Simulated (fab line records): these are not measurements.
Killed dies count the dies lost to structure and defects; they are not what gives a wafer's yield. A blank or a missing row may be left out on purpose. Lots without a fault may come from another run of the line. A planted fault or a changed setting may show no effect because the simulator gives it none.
Which tool did it? -- flow sky130 -- 15 lots with 45 wafers sampled at 3 steps, on a route of 708 steps

## WHAT THE GAUGES SHOWED, per wafer
SKY_SONOS_ONO_THK_MEAS_03.
lot,measured,on,SONOS_ONO_CVD_02_THK (nm)
L170,day 11 14:34,filmMetro-03,10.53 10.50 10.58
L171,day 11 20:33,filmMetro-01,10.40 10.47 10.59
L172,day 12 06:44,filmMetro-03,10.73 10.76 10.64
L173,day 13 02:05,filmMetro-04,10.59 10.60 10.55
L174,day 13 12:40,filmMetro-04,10.45 10.48 10.40
L175,day 13 21:38,filmMetro-03,10.50 10.44 10.48
L176,day 13 22:40,filmMetro-04,10.52 10.66 10.56
L179,day 14 16:50,filmMetro-04,10.54 10.51 10.54
L180,day 14 23:38,filmMetro-04,10.59 10.62 10.51
L181,day 15 09:16,filmMetro-01,10.39 10.47 10.43
L183,day 16 01:10,filmMetro-04,10.36 10.41 10.48
L187,day 17 13:01,filmMetro-03,10.77 10.75 10.72
L188,day 17 22:29,filmMetro-04,10.60 10.59 10.55
L189,day 19 00:29,filmMetro-01,10.65 10.74 10.72
L190,day 19 16:25,filmMetro-01,10.80 10.60 10.71

SKY_GATE_OXIDE_THK_MEAS_02.
lot,measured,on,GATE_OXIDE_OXIDATION_00_THK (nm)
L170,day 12 19:57,filmMetro-03,10.53 10.55 10.70
L171,day 13 04:15,filmMetro-01,10.20 10.06 10.10
L172,day 13 13:20,filmMetro-03,10.51 10.50 10.47
L173,day 14 05:33,filmMetro-02,10.22 10.09 10.50
L174,day 14 17:58,filmMetro-01,10.31 10.38 10.29
L175,day 15 03:13,filmMetro-02,10.52 10.77 10.81
L176,day 15 04:37,filmMetro-02,10.45 10.38 10.40
L179,day 16 00:59,filmMetro-02,10.25 10.02 10.00
L180,day 16 07:14,filmMetro-03,10.50 10.21 10.33
L181,day 16 16:17,filmMetro-03,10.69 10.42 10.57
L183,day 17 10:08,filmMetro-02,10.12 10.12 10.23
L187,day 18 22:47,filmMetro-02,10.01 10.16 10.19
L188,day 19 07:44,filmMetro-03,10.21 10.27 10.25
L189,day 20 10:29,filmMetro-02,10.24 10.25 10.26
L190,day 21 01:54,filmMetro-02,10.43 10.31 10.46

SKY_POLY_GATE_THK_MEAS_04.
lot,measured,on,POLY_GATE_CVD_03_THK (nm)
L170,day 15 04:15,filmMetro-04,74.8 74.8 74.3
L171,day 15 12:02,filmMetro-01,75.3 75.0 75.3
L172,day 16 00:08,filmMetro-02,75.3 75.1 75.5
L173,day 16 18:11,filmMetro-04,74.0 75.0 74.5
L174,day 17 07:50,filmMetro-04,74.8 74.0 74.5
L175,day 17 18:11,filmMetro-04,74.6 74.7 74.8
L176,day 17 19:32,filmMetro-01,75.8 75.4 75.7
L179,day 18 19:05,filmMetro-01,75.4 75.0 74.3
L180,day 18 23:26,filmMetro-01,75.2 74.6 74.3
L181,day 19 09:41,filmMetro-01,74.9 74.6 74.9
L183,day 20 03:53,filmMetro-01,76.0 75.7 75.5
L187,day 21 17:47,filmMetro-04,75.3 75.6 75.3
L188,day 22 02:11,filmMetro-04,75.8 76.6 75.8
L189,day 23 03:33,filmMetro-02,76.1 76.1 76.1
L190,day 23 20:38,filmMetro-02,75.7 74.8 75.1

## WHAT TOOL EACH LOT RAN ON (gives the tool, then ch and the chambers of the sampled wafers, and finally the start)
No process step before these readings appears in the record.

## WHAT THE TOOLS THEMSELVES READ (means of the sampled wafers that have a number; where no wafer has one, the mark that the record gives instead)
The record holds no such reading with a usual standard deviation.

## THE ANSWER, worked out from the rows above alone
Rule: the lots themselves supply what counts as usual. Put in order of their means at a reading, lots are off if they are a third of the lots or fewer, leave a main group of 4 or more, and stand apart from it by a gap of 3 or more times the standard deviation of the main group's means; of several such gaps the widest counts. A main group is skipped when, at the precision printed for the reading in the tables above, its means are all equal. A lot without any number at a reading at which 4 lots or more have one is off too. Where the step has rows for the other lots, those lots are counted as sound. First the gauges in route order, then the tools' own readings, where a lot's mean is used as printed above. At the first step where some lot is off, the reading lying furthest off is the one used; lots without a number count as furthest.
No lot is off on any of the readings shown, so nothing can be concluded from this.

## WHAT HAD BEEN PUT IN BY THE SIMULATOR
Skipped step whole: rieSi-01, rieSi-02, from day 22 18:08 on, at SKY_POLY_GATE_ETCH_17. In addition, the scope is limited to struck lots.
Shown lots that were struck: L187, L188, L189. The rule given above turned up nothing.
